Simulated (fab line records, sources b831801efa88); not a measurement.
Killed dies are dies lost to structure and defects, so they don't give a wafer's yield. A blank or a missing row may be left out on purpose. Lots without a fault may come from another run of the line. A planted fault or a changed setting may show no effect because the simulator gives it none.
A struck lot beside a sound one | flow gf180mcu | 23 steps out of a route of 602
Sound: wafers L227.2, L227.5, L227.6. Struck: wafers L217.3, L217.5, L217.6. The cause comes at the end.
At each step with rows: each side's tool, then ch and its chambers, then its first start. Under that, the readings that differ: sound wafers | struck wafers | difference of the means | sigmas: that difference in standard deviations of wafers without a fault.
alike: readings whose means differ by less than 2 such deviations, and words and numbers that are the same on both sides. not compared: withheld readings, readings that some wafer has no value for, bounds like >300 that may hide the same value, and numbers for which the record gives no deviation and whose values overlap.
The two part at a step that has a row with sigmas, a row that says differs or no value, or rows on one side only. Numbers that don't overlap but have no deviation are shown without sigmas and don't part them. A reading that every wafer of one side lacks parts them only if that side has two wafers or more.

GF_SALICIDE_RTA_06: time 30 s.
  sound on rtp_anneal-01 ch 0, day 21 07:08; struck on rtp_anneal-02 ch 0, day 17 13:42
  reading            | sound       | struck      | difference | sigmas
  lamp_power_pct (%) | 6.2 6.2 6.2 | 4.6 4.6 4.6 | -1.6       | -2
  alike: chamber_o2_ppm, wafer_temp_C_max
then, 1 step without rows for these wafers: GF_SALICIDE_WET_ETCH_07 (etches the open film in SPM, target depth 120 nm).
GF_SALICIDE_RTA_08: time 30 s.
  sound on rtp_anneal-02 ch 0, day 21 07:20; struck on rtp_anneal-01 ch 0, day 17 13:53
  reading            | sound          | struck         | difference | sigmas
  lamp_power_pct (%) | 12.8 12.7 12.7 | 17.2 17.2 17.2 | +4.5       | +2
  alike: chamber_o2_ppm, wafer_temp_C_max
then, 1 step without rows for these wafers: GF_CONTACT_CVD_00 (deposits SiO2, target thk 300 nm, time 50 s).
GF_CONTACT_THK_MEAS_01:
  sound on film_metro-01, day 21 07:28; struck on film_metro-04, day 17 14:01
  alike: CONTACT_CVD_00_THK
GF_CONTACT_CVD_02: deposits SiO2 from TEOS, target thk 860 nm, time 95.992 s.
  sound on pecvd-03 ch 0,1, day 21 07:31; struck on pecvd-01 ch 0,1, day 17 14:04
  alike: heater_power_w
GF_CONTACT_THK_MEAS_03:
  sound on film_metro-01, day 21 07:36; struck on film_metro-03, day 17 14:09
  alike: CONTACT_CVD_02_THK
GF_CONTACT_CMP_04: polishes SiO2.
  sound on cmp-01 ch 0,1,2, day 21 07:45; struck on cmp-02 ch 0,1,2, day 17 14:20
  alike: edge_zone_pressure_frac, motor_current_A, slurry_filter_dp_kPa, time_to_endpoint_s
GF_CONTACT_BOW_MEAS_05:
  sound on film_metro-03, day 21 07:58; struck on film_metro-01, day 17 14:32
  alike: CONTACT_BOW
then, 3 steps without rows for these wafers: GF_CONTACT_DEHYDRATE_06 (time 60 s); GF_CONTACT_HMDS_07 (prime time 60 s); GF_CONTACT_COAT_08.
GF_CONTACT_COAT_09: resist thk 1000 nm.
  sound on litho_track-02 ch 0, day 21 19:00; struck on litho_track-01 ch 0, day 18 02:00
  reading                                  | sound            | struck            | difference | sigmas
  model.KrF_of_CONTACT_COAT_09.thk_nm (nm) | 1001 995.9 999.8 | 903.7 903.2 905.8 | -94.7      |
then, 3 steps without rows for these wafers: GF_CONTACT_SOFTBAKE_10 (time 60 s); GF_CONTACT_EXPOSE_11 (exposes mask Contact, target cd 220 nm); GF_CONTACT_PEB_12 (peb time 90 s).
GF_CONTACT_DEVELOP_13: develop time 60 s.
  sound on litho_track-04 ch 0, day 22 07:27; struck on litho_track-04 ch 0, day 18 14:23
  reading                                  | sound           | struck            | difference | sigmas
  model.KrF_of_CONTACT_COAT_09.thk_nm (nm) | 985.8 981 984.9 | 888.8 888.3 890.9 | -94.6      |
GF_CONTACT_CD_MEAS_14: target cd 220 nm.
  sound on cd_sem-01, day 22 07:36; struck on cd_sem-01, day 18 14:31
  reading    | sound             | struck            | difference | sigmas
  cd_nm (nm) | 218.5 218.5 219.2 | 223.0 224.0 222.5 | +4.4       | +3
GF_CONTACT_OVL_MEAS_15:
  sound on overlay-02, day 22 07:42; struck on overlay-01, day 18 14:37
  alike: CONTACT_OVL
GF_CONTACT_ETCH_16: etches BARC in N2/H2.
  sound on rie_diel-03 ch 2,3, day 22 07:44; struck on rie_diel-02 ch 1,2,3, day 18 14:38
  reading                  | sound                | struck               | difference | sigmas
  throttle_valve_pct (%)   | 13.212 13.212 13.209 | 13.248 13.231 13.221 | +0.022     | +2
  model.CONTACT.cd_nm (nm) | 218.5 218.9 220.3    | 223.1 225.4 222.6    | +4.5       |
  alike: drypump_motor_current_A, oes_product_au
GF_CONTACT_ETCH_17: etches SiO2 in C4F8/O2/Ar, stops on CoSi2, target depth 860 nm.
  sound on rie_diel-03 ch 2,3; struck on rie_diel-02 ch 1,2,3
  reading                  | sound           | struck          | difference | sigmas
  model.CONTACT.cd_nm (nm) | 218.2 219 222.2 | 224.8 226 224.2 | +5.2       |
  alike: oes_product_au
GF_CONTACT_STRIP_18: strips in O2/N2.
  sound on plasma_asher-04 ch 0,1, day 22 07:54; struck on plasma_asher-03 ch 0,1, day 18 14:50
  reading               | sound             | struck            | difference | sigmas
  oes_product_au (a.u.) | 0.575 0.581 0.576 | 0.536 0.540 0.544 | -0.037     | -8
  alike: drypump_motor_current_A, heater_power_w, platen_temp_c
  not compared: rf_hours_counter_h
then, 1 step without rows for these wafers: GF_CONTACT_CLEAN_19 (cleans in SPM).

WHERE THEY PART
First at GF_SALICIDE_RTA_06; last, within this record, at GF_CONTACT_STRIP_18.

WHY: what the simulator had put in
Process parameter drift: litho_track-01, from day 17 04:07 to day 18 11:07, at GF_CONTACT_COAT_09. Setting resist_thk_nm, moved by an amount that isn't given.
